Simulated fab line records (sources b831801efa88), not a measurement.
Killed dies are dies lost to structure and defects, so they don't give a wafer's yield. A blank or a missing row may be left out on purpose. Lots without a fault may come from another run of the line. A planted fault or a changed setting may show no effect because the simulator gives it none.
Which tool is to blame? || flow sky130 || 11 lots, 33 wafers sampled, at 4 steps of a route of 708

== WHAT THE GAUGES SHOWED, per wafer ==
SKY_POLY_GATE_THK_MEAS_21.
{"lot": "L161", "measured": "day 16 07:13", "on": "film-metro-04", "POLY_GATE_OXIDATION_THK (nm)": "3.85 4.01 3.86"}
{"lot": "L162", "measured": "day 17 02:08", "on": "film-metro-04", "POLY_GATE_OXIDATION_THK (nm)": "3.93 3.96 3.97"}
{"lot": "L169", "measured": "day 19 18:31", "on": "film-metro-01", "POLY_GATE_OXIDATION_THK (nm)": "5.01 4.98 4.95 5.05 4.93 5.02"}
{"lot": "L170", "measured": "day 20 05:02", "on": "film-metro-04", "POLY_GATE_OXIDATION_THK (nm)": "4.87 4.82 4.89 4.87 4.84 4.88"}
{"lot": "L176", "measured": "day 22 14:02", "on": "film-metro-04", "POLY_GATE_OXIDATION_THK (nm)": "4.15 4.09 4.07"}
{"lot": "L178", "measured": "day 22 19:02", "on": "film-metro-01", "POLY_GATE_OXIDATION_THK (nm)": "4.06 4.12 4.03"}
{"lot": "L177", "measured": "day 22 21:46", "on": "film-metro-01", "POLY_GATE_OXIDATION_THK (nm)": "4.00 4.00 4.07"}
{"lot": "L179", "measured": "day 23 03:55", "on": "film-metro-03", "POLY_GATE_OXIDATION_THK (nm)": "4.16 4.10 4.20"}
{"lot": "L182", "measured": "day 23 16:04", "on": "film-metro-04", "POLY_GATE_OXIDATION_THK (nm)": "4.14 4.11 4.16"}
{"lot": "L181", "measured": "day 23 20:46", "on": "film-metro-03", "POLY_GATE_OXIDATION_THK (nm)": "4.07 4.11 4.07"}
{"lot": "L183", "measured": "day 24 02:47", "on": "film-metro-03", "POLY_GATE_OXIDATION_THK (nm)": "3.99 3.90 4.00"}

== WHICH TOOL RAN EACH LOT (tool, then ch and the chambers of the sampled wafers, then the start) ==
{"lot": "L161", "SKY_PWDE_STRIP_09": "plasma-asher-02 ch 0,1, day 3 21:46", "SKY_SONOS_ONO_STRIP_17": "plasma-asher-03 ch 0,1, day 12 13:44", "SKY_POLY_GATE_OXIDATION_20": "furnace-01 ch 0, day 16 05:58"}
{"lot": "L162", "SKY_PWDE_STRIP_09": "plasma-asher-01 ch 0,1, day 4 03:46", "SKY_SONOS_ONO_STRIP_17": "plasma-asher-03 ch 0,1, day 12 22:10", "SKY_POLY_GATE_OXIDATION_20": "furnace-02 ch 0, day 17 00:53"}
{"lot": "L169", "SKY_PWDE_STRIP_09": "plasma-asher-03 ch 0,1, day 5 19:22", "SKY_SONOS_ONO_STRIP_17": "plasma-asher-01 ch 0,1, day 15 14:38", "SKY_POLY_GATE_OXIDATION_20": "furnace-02 ch 0, day 19 17:15"}
{"lot": "L170", "SKY_PWDE_STRIP_09": "plasma-asher-02 ch 0,1, day 6 00:30", "SKY_SONOS_ONO_STRIP_17": "plasma-asher-01 ch 0,1, day 15 22:05", "SKY_POLY_GATE_OXIDATION_20": "furnace-02 ch 0, day 20 03:46"}
{"lot": "L176", "SKY_PWDE_STRIP_09": "plasma-asher-01 ch 0,1, day 7 19:44", "SKY_SONOS_ONO_STRIP_17": "plasma-asher-03 ch 0,1, day 18 08:32", "SKY_POLY_GATE_OXIDATION_20": "furnace-01 ch 0, day 22 12:45"}
{"lot": "L178", "SKY_PWDE_STRIP_09": "plasma-asher-03 ch 0,1, day 7 23:06", "SKY_SONOS_ONO_STRIP_17": "plasma-asher-03 ch 0,1, day 18 14:53", "SKY_POLY_GATE_OXIDATION_20": "furnace-02 ch 0, day 22 17:46"}
{"lot": "L177", "SKY_PWDE_STRIP_09": "plasma-asher-02 ch 0,1, day 8 00:04", "SKY_SONOS_ONO_STRIP_17": "plasma-asher-01 ch 0,1, day 18 15:17", "SKY_POLY_GATE_OXIDATION_20": "furnace-01 ch 0, day 22 20:31"}
{"lot": "L179", "SKY_PWDE_STRIP_09": "plasma-asher-03 ch 0,1, day 8 05:40", "SKY_SONOS_ONO_STRIP_17": "plasma-asher-01 ch 0,1, day 18 22:44", "SKY_POLY_GATE_OXIDATION_20": "furnace-02 ch 0, day 23 02:40"}
{"lot": "L182", "SKY_PWDE_STRIP_09": "plasma-asher-03 ch 0,1, day 8 15:16", "SKY_SONOS_ONO_STRIP_17": "plasma-asher-03 ch 0,1, day 19 11:05", "SKY_POLY_GATE_OXIDATION_20": "furnace-02 ch 0, day 23 14:48"}
{"lot": "L181", "SKY_PWDE_STRIP_09": "plasma-asher-02 ch 0,1, day 8 16:13", "SKY_SONOS_ONO_STRIP_17": "plasma-asher-01 ch 0,1, day 19 15:35", "SKY_POLY_GATE_OXIDATION_20": "furnace-02 ch 0, day 23 19:31"}
{"lot": "L183", "SKY_PWDE_STRIP_09": "plasma-asher-03 ch 0,1, day 8 23:27", "SKY_SONOS_ONO_STRIP_17": "plasma-asher-01 ch 0,1, day 19 22:25", "SKY_POLY_GATE_OXIDATION_20": "furnace-01 ch 0, day 24 01:31"}
- SKY_PWDE_STRIP_09: strips in O2/N2.
- SKY_SONOS_ONO_STRIP_17: strips in O2/N2.
- SKY_POLY_GATE_OXIDATION_20: stabilise 600 s, purge 300 s, target thk 4 nm.

== THE ANSWER, worked out from the rows above alone ==
Rule: the lots themselves supply what counts as usual. Put in order of their means at a reading, lots are off if they are a third of the lots or fewer, leave a main group of 4 or more, and stand apart from it by a gap of 3 or more times the standard deviation of the main group's means; of several such gaps the widest counts. If all means in a main group match to the digits the tables above print for the reading, that group is not used. A lot without any number at a reading at which 4 lots or more have one is off too. All remaining lots with rows at the step are treated as sound.
Off: at SKY_POLY_GATE_THK_MEAS_21 (POLY_GATE_OXIDATION_THK), L169, L170. Mean 4.04 nm and standard deviation 0.082 in the main group.
If a tool, at a process step before that reading, ran all the lots that are off and no sound lot after the first of them, it fits. Those tools and the gauges at SKY_POLY_GATE_THK_MEAS_21 are tried in the same way. No candidate that was tried fits.

== WHAT THE SIMULATOR HAD INSERTED ==
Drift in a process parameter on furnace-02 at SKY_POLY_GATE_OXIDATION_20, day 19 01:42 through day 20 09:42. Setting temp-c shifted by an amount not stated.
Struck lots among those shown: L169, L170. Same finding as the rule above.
